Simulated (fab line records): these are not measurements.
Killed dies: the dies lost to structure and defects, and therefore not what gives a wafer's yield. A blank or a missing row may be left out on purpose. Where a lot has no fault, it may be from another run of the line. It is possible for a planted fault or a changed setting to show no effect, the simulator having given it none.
fab line records    flow sfq-line
[record] lots = 6  wafers = 18  last-day = 97
route steps=325 shown M6@258 I6@266
lots with no fault: from the same line, run without faults
start-h: hours from the record's first day to the start of the lot's first wafer shown    wait-h: hours since the lot's step before    " as in the row above    L1.1+2: several wafers, shown together as one row    - either no value or no given start    * or withheld: withheld    < > ~ a bound
route shown NAME@n: NAME is a module with steps in the file, n the number in the route of the first one    usual: average and standard deviation across the fault-free wafers    same: alike in all rows    chamber/n: place in a boat    sites: readings site by site    _std_site: the standard deviation of these    _edge_site: outer sites' mean less inner sites'    radius-mm: for every site, how far away it sits from the centre of the wafer    mask NAME#n: copy n    behind: the tool/chamber that last shaped the wafer    hold: reason for holding the lot/hours on hold/outcome of the hold    device: the transistor (n, p or np) that didn't switch    end of line: the route-end tests of the same wafers    a step given without rows: its recipe and nothing more    killed: not the wafer's yield, but the dies lost to structure and defects at the first sort    map: a wafer's dies, x killed, . not, _ none there
set.NAME: setting as actually run; set.NAME@STEP: the setting as run at that earlier step    model.NAME: the simulator's own value behind a step, which no gauge read
lots at some steps of the route; a table a step, a row a wafer
services: the hour from which a tool's chamber was out of use, counted from the record's first day as start-h (under 0 if before that day), plus the number of hours and why
[[steps]]
[step SFQ_TRILAYER_M6_LITHO_EXPOSE_160]
[recipe] mask-id = M6  na = 0.6  source-shape = conventional  sigma-outer = 0.65  target-cd-nm = 500  dose-mj = 14.4
[step SFQ_TRILAYER_M6_LITHO_PEB_162]
[recipe] peb-temp-c = 115  peb-time-s = 60  resist = KrF
[step SFQ_TRILAYER_M6_LITHO_DEVELOP_161]
[recipe] time-s = 60  resist = KrF
[step SFQ_M6_OVL_MEAS_940]
[usual] M6_OVL = 2/5
lot.wafer  tool        chamber  start-h  wait-h  M6_OVL[nm]
L388.3     overlay-01  -        1837.57  0.1     -6
L388.4     "           -        "        "       -3
L388.6     "           -        "        "       -5
L397.4     overlay-01  -        1877.49  0.1     -7
L397.5     "           -        "        "       0
L397.6     "           -        "        "       -6
L398.1     overlay-01  -        1889.04  0.1     5
L398.2     "           -        "        "       -4
L398.4     "           -        "        "       -2
L407.1     overlay-02  -        1967.08  0.1     -5
L407.3     "           -        "        "       3
L407.4     "           -        "        "       -5
L409.1     overlay-02  -        2046.29  0.1     -8
L409.5     "           -        "        "       -2
L409.6     "           -        "        "       -4
L410.2     overlay-02  -        2047.44  0.1     1
L410.3     "           -        "        "       -3
L410.4     "           -        "        "       0
[step SFQ_TRILAYER_M6_BARC_OPEN_METAL_ETCH_206]
[recipe] mask-material = PR  chemistry = O2  target-depth-nm = 125  target = BARC  icp-w = 600  bias-w = 80  pressure-mtorr = 10  time-s = 41.7
[usual] drypump-motor-current-A = 5.7/0.46  oes-product-au = 0.680/0.005
lot.wafer  tool          chamber  start-h  wait-h  drypump-motor-current-A  oes-product-au  rf-hours-counter-h
L388.3     rie-metal-03  0        1837.61  0.0     5.6                      0.679           -
L388.4     "             1        "        "       4.9                      0.676           -
L388.6     "             1        "        "       4.9                      0.681           -
L397.4     rie-metal-01  0        1877.52  0.0     5.9                      0.680           -
L397.5     "             1        "        "       5.3                      0.685           -
L397.6     "             0        "        "       5.9                      0.687           -
L398.1     rie-metal-02  1        1889.07  0.0     6.3                      0.683           94
L398.2     "             0        "        "       6.0                      0.681           123
L398.4     "             1        "        "       6.3                      0.684           -
L407.1     rie-metal-01  0        1967.11  0.0     5.8                      0.680           129
L407.3     "             0        "        "       5.9                      0.684           -
L407.4     "             1        "        "       5.4                      0.681           -
L409.1     rie-metal-01  0        2046.32  0.0     5.9                      0.671           5
L409.5     "             0        "        "       5.9                      0.686           -
L409.6     "             1        "        "       5.4                      0.674           -
L410.2     rie-metal-03  0        2047.47  0.0     5.6                      0.677           65
L410.3     "             0        "        "       5.5                      0.679           -
L410.4     "             1        "        "       4.8                      0.683           -
[step SFQ_TRILAYER_M6_ETCH_METAL_ETCH_162]
[recipe] target = Nb  stop-on = SiO2  mask-material = PR  chemistry = Cl2/Ar  target-depth-nm = 240  icp-w = 600  bias-w = 80  pressure-mtorr = 10  time-s = 120
[step SFQ_TRILAYER_M6_STRIP_STRIP_163]
[recipe] gas = O2  power-w = 200  platen-temp-c = 40  overash-fraction = 0.65  chemistry = O2  pressure-mtorr = 50
[usual] drypump-motor-current-A = 5.7/0.46  oes-product-au = 0.999/0.0076
lot.wafer  tool          chamber  start-h  wait-h  drypump-motor-current-A  oes-product-au  rf-hours-counter-h
L388.3     rie-metal-03  0        1837.98  0.2     5.6                      1.003           -
L388.4     "             1        "        "       4.8                      0.989           -
L388.6     "             1        "        "       4.8                      0.987           -
L397.4     rie-metal-01  0        1877.89  0.2     5.9                      0.991           -
L397.5     "             1        "        "       5.4                      0.992           -
L397.6     "             0        "        "       5.9                      0.999           -
L398.1     rie-metal-02  1        1889.26  0.1     6.3                      1.016           94
L398.2     "             0        "        "       6.0                      1.008           123
L398.4     "             1        "        "       6.3                      1.007           -
L407.1     rie-metal-01  0        1967.30  0.1     5.9                      1.003           129
L407.3     "             0        "        "       5.9                      1.006           -
L407.4     "             1        "        "       5.4                      0.997           -
L409.1     rie-metal-01  0        2046.57  0.1     5.9                      1.018           5
L409.5     "             0        "        "       5.9                      1.012           -
L409.6     "             1        "        "       5.3                      0.988           -
L410.2     rie-metal-03  0        2047.66  0.1     5.6                      0.992           65
L410.3     "             0        "        "       5.5                      0.994           -
L410.4     "             1        "        "       4.8                      0.986           -
[step SFQ_TRILAYER_M6_STRIP_SOLV_CLEAN_164]
[recipe] chemistry = NMP  temp-c = 70  time-s = 600
[step SFQ_TRILAYER_I6_DEP_PECVD_165]
[recipe] material = SiO2  temp-c = 150  time-s = 111.11  pressure-torr = 2.4  rf-w = 183.3  precursor = SiH4/N2O  target-thk-nm = 500
[step SFQ_TRILAYER_I6_CMP_CMP_166]
[recipe] material = SiO2  down-force-psi = 3  platen-rpm = 60  pad-velocity-m-s = 0.94248
[usual] motor-current-A = 10.5/1  slurry-filter-dp-kPa = 13.51/0.13  time-to-endpoint-s = 213/6
lot.wafer  tool    chamber  start-h  wait-h  motor-current-A  slurry-filter-dp-kPa  time-to-endpoint-s
L388.3     cmp-02  2        1844.22  5.6     9.8              13.39                 209
L388.4     "       3        "        "       12.1             13.65                 218
L388.6     "       2        1846.22  7.6     10.2             13.59                 217
L397.4     cmp-02  0        1880.82  2.3     8.7              13.47                 219
L397.6     "       0        1882.82  4.3     8.6              13.54                 215
L397.5     "       1        "        "       10.6             13.49                 211
L398.1     cmp-01  1        1891.37  1.3     10.1             13.67                 221
L398.4     "       3        1892.37  2.3     9.9              13.53                 211
L398.2     "       0        "        "       10.0             13.70                 204
L407.4     cmp-01  1        1968.52  0.4     10.3             13.53                 220
L407.1     "       2        "        "       12.0             13.63                 206
L407.3     "       3        "        "       9.2              13.59                 211
L409.1     cmp-01  2        2048.62  1.0     11.7             13.55                 216
L409.6     "       0        2049.62  2.0     10.1             13.37                 225
L409.5     "       1        "        "       10.0             13.60                 221
L410.2     cmp-02  0        2049.15  0.5     8.5              13.55                 207
L410.3     "       1        "        "       10.8             13.41                 213
L410.4     "       3        2050.65  1.9     12.1             13.88                 209
[step SFQ_I6_BOW_MEAS_941]
[recipe] mode = bow
[usual] I6_BOW = 8/11
lot.wafer  tool           chamber  start-h  wait-h  I6_BOW[um]
L388.3     film-metro-03  -        1846.76  2.0     17
L388.4     "              -        "        "       7
L388.6     "              -        "        "       4
L397.4     film-metro-03  -        1883.88  2.6     29
L397.5     "              -        "        "       25
L397.6     "              -        "        "       9
L398.1     film-metro-03  -        1894.37  2.5     -4
L398.2     "              -        "        "       -11
L398.4     "              -        "        "       3
L407.1     film-metro-02  -        1971.52  2.0     -5
L407.3     "              -        "        "       -2
L407.4     "              -        "        "       -8
L409.1     film-metro-03  -        2050.62  1.5     -9
L409.5     "              -        "        "       -11
L409.6     "              -        "        "       -7
L410.2     film-metro-01  -        2052.17  2.5     20
L410.3     "              -        "        "       25
L410.4     "              -        "        "       23
[step SFQ_TRILAYER_I6_METRO_MEASURE_167]
[usual] thk-nm = 199.6/0.9
lot.wafer  tool           chamber  start-h  wait-h  thk-nm
L388.3     film-metro-03  -        1847.24  0.5     199.9
L388.4     "              -        "        "       199.4
L388.6     "              -        "        "       199.8
L397.4     film-metro-03  -        1884.54  0.6     201.0
L397.5     "              -        "        "       200.4
L397.6     "              -        "        "       200.4
L398.1     film-metro-03  -        1894.49  0.1     200.4
L398.2     "              -        "        "       199.1
L398.4     "              -        "        "       199.8
L407.1     film-metro-02  -        1971.64  0.1     200.8
L407.3     "              -        "        "       199.7
L407.4     "              -        "        "       200.9
L409.1     film-metro-03  -        2050.74  0.1     199.4
L409.5     "              -        "        "       201.1
L409.6     "              -        "        "       200.9
L410.2     film-metro-01  -        2052.47  0.3     200.1
L410.3     "              -        "        "       201.2
L410.4     "              -        "        "       199.1
[step SFQ_TRILAYER_I6_VIA_LITHO_COAT_174]
[recipe] resist = BARC  spin-rpm = 3000  resist-thk-nm = 62
lot.wafer  tool            chamber  start-h  wait-h  model.BARC_of_TRILAYER_I6_VIA_LITHO_COAT_174.thk-nm
L388.3     litho-track-01  0        1848.14  0.7     61.74
L388.4     "               0        "        "       61.77
L388.6     "               0        "        "       61.83
L397.4     litho-track-03  0        1885.29  0.6     63.57
L397.5     "               0        "        "       63.59
L397.6     "               0        "        "       63.42
L398.1     litho-track-03  0        1895.69  1.0     63.65
L398.2     "               0        "        "       63.52
L398.4     "               0        "        "       63.54
L407.1     litho-track-03  0        1972.84  1.0     62.26
L407.3     "               0        "        "       61.93
L407.4     "               0        "        "       62.25
L409.1     litho-track-03  0        2052.29  1.3     62.19
L409.5     "               0        "        "       62.22
L409.6     "               0        "        "       62.32
L410.2     litho-track-04  0        2053.52  0.8     61.59
L410.3     "               0        "        "       61.57
L410.4     "               0        "        "       61.5
[step SFQ_TRILAYER_I6_VIA_LITHO_COAT_169]
[recipe] resist = KrF  spin-rpm = 3000  resist-thk-nm = 650
[step SFQ_TRILAYER_I6_VIA_LITHO_SOFTBAKE_173]
[recipe] temp-c = withheld  time-s = withheld  resist = KrF
[step SFQ_TRILAYER_I6_VIA_LITHO_EXPOSE_170]
[recipe] mask-id = I6  na = 0.6  source-shape = conventional  sigma-outer = 0.65  target-cd-nm = 700  dose-mj = 21.3
[step SFQ_TRILAYER_I6_VIA_LITHO_PEB_172]
[recipe] peb-temp-c = 115  peb-time-s = 60  resist = KrF
[step SFQ_TRILAYER_I6_VIA_LITHO_DEVELOP_171]
[recipe] time-s = 60  resist = KrF
[step SFQ_I6_OVL_MEAS_942]
[usual] I6_OVL = 0/5.6
lot.wafer  tool        chamber  start-h  wait-h  I6_OVL[nm]
L388.3     overlay-02  -        1851.97  0.1     -7
L388.4     "           -        "        "       -5
L388.6     "           -        "        "       -4
L397.4     overlay-01  -        1887.41  0.1     -4
L397.5     "           -        "        "       -4
L397.6     "           -        "        "       -12
L398.1     overlay-02  -        1899.57  0.1     -7
L398.2     "           -        "        "       -4
L398.4     "           -        "        "       -6
L407.1     overlay-02  -        1975.12  0.1     0
L407.3     "           -        "        "       2
L407.4     "           -        "        "       5
L409.1     overlay-02  -        2143.11  0.1     8
L409.5     "           -        "        "       3
L409.6     "           -        "        "       3
L410.2     overlay-02  -        2144.31  0.1     10
L410.3     "           -        "        "       8
L410.4     "           -        "        "       12
[step SFQ_TRILAYER_I6_VIA_BARC_OPEN_VIA_ETCH_235]
[recipe] mask-material = PR  chemistry = O2  target-depth-nm = 125  target = BARC  source-w = 500  bias-w = 80  pressure-mtorr = 30  time-s = 41.7
[usual] drypump-motor-current-A = 5.7/0.62  oes-product-au = 0.685/0.0047
lot.wafer  tool         chamber  start-h  wait-h  drypump-motor-current-A  oes-product-au  rf-hours-counter-h  model.etch.depth-nm
L388.3     rie-diel-03  0        1851.99  0.0     5.7                      0.674           13                  61.74
L388.4     "            2        "        "       6.4                      0.682           4                   61.77
L388.6     "            2        "        "       6.4                      0.687           -                   61.83
L397.4     rie-diel-02  2        1887.42  0.0     5.7                      0.691           18                  63.57
L397.5     "            3        "        "       5.3                      0.697           -                   63.59
L397.6     "            0        "        "       6.0                      0.694           -                   63.42
L398.1     rie-diel-02  3        1899.61  0.0     5.3                      0.691           12                  63.65
L398.2     "            1        "        "       6.6                      0.695           16                  63.52
L398.4     "            2        "        "       5.7                      0.694           18                  63.54
L407.1     rie-diel-04  0        1975.15  0.0     5.7                      0.682           3                   62.26
L407.3     "            2        "        "       6.4                      0.689           18                  61.93
L407.4     "            3        "        "       4.7                      0.680           15                  62.25
L409.1     rie-diel-04  0        2143.14  0.0     5.7                      0.684           5                   62.19
L409.5     "            3        "        "       4.7                      0.687           -                   62.22
L409.6     "            0        "        "       5.6                      0.688           -                   62.32
L410.2     rie-diel-03  0        2144.34  0.0     5.6                      0.680           18                  61.59
L410.3     "            1        "        "       6.4                      0.681           18                  61.57
L410.4     "            3        "        "       4.8                      0.684           6                   61.5
[step SFQ_TRILAYER_I6_VIA_ETCH_VIA_ETCH_172]
[recipe] target = SiO2  stop-on = Nb  mask-material = PR  taper-deg = 20  chemistry = CHF3  target-depth-nm = 260  source-w = 515.2  bias-w = 80  pressure-mtorr = 30  time-s = withheld
[usual] drypump-motor-current-A = 5.7/0.62  oes-product-au = 0.854/0.0053
lot.wafer  tool         chamber  start-h  wait-h  drypump-motor-current-A  oes-product-au
L388.3     rie-diel-03  0        1852.03  0.0     5.7                      0.849
L388.4     "            2        "        "       6.4                      0.856
L388.6     "            2        "        "       6.4                      0.856
L397.4     rie-diel-02  2        1887.46  0.0     5.7                      0.859
L397.5     "            3        "        "       5.3                      0.854
L397.6     "            0        "        "       6.0                      0.847
L398.1     rie-diel-02  3        1899.65  0.0     5.3                      0.872
L398.2     "            1        "        "       6.6                      0.854
L398.4     "            2        "        "       5.8                      0.866
L407.1     rie-diel-04  0        1975.19  0.0     5.6                      0.858
L407.3     "            2        "        "       6.4                      0.852
L407.4     "            3        "        "       4.7                      0.851
L409.1     rie-diel-04  0        2143.18  0.0     5.6                      0.856
L409.5     "            3        "        "       4.7                      0.861
L409.6     "            0        "        "       5.7                      0.860
L410.2     rie-diel-03  0        2144.38  0.0     5.6                      0.859
L410.3     "            1        "        "       6.3                      0.864
L410.4     "            3        "        "       4.8                      0.852
[[services]]
tool           chamber  start-h  hours  kind
rie-diel-02    1        1818.17  6.5    repair
rie-diel-02    -        1818.20  0.2    repair
film-metro-03  -        1828.87  1.0    pm
film-metro-03  -        1833.08  1.8    pm
film-metro-03  -        1844.02  0.6    pm
rie-diel-02    1        1874.69  7.4    repair
film-metro-03  -        1890.07  0.5    pm
film-metro-03  -        1890.62  0.4    pm
rie-diel-02    3        1895.38  3.5    repair
rie-diel-03    -        1919.97  1.2    repair
rie-diel-03    -        1922.02  2.8    pm
rie-diel-04    0        1923.44  4.9    repair
rie-metal-03   -        1934.81  0.6    repair
rie-diel-02    -        1937.91  0.4    repair
rie-diel-02    1        1985.13  4.1    repair
rie-diel-04    0        2002.75  2.1    repair
rie-metal-01   -        2006.24  2.8    pm
rie-diel-03    3        2022.47  2.0    repair
rie-metal-01   -        2032.17  2.1    repair
rie-diel-03    3        2035.00  7.6    repair
rie-diel-04    2        2044.14  3.6    repair
rie-diel-03    3        2052.41  22.2   repair
rie-diel-03    2        2056.15  9.5    repair
rie-diel-04    -        2060.26  14.6   pm
[[key]]
first-sign none at tools or gauges
[model-effect] step = SFQ_TRILAYER_I6_VIA_LITHO_COAT_174  value = BARC_of_TRILAYER_I6_VIA_LITHO_COAT_174.thk-nm  without = 62.11  struck = 63.55
[model-effect] step = SFQ_TRILAYER_I6_VIA_BARC_OPEN_VIA_ETCH_235  value = etch.depth-nm  without = 62.11  struck = 63.55
met-at SFQ_TRILAYER_I6_VIA_LITHO_COAT_174
struck-wafers L397.4,L397.5,L397.6,L398.1,L398.2,L398.4
[fault] kind = process-parameter-drift  tool = litho-track-03  chamber = -  onset-h = 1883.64  steps = SFQ_TRILAYER_I6_VIA_LITHO_COAT_174  channel = resist-thk-nm  offset = 1.4398  shape = step  end-h = 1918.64  acts-in = these-recipes-only  stated = 62
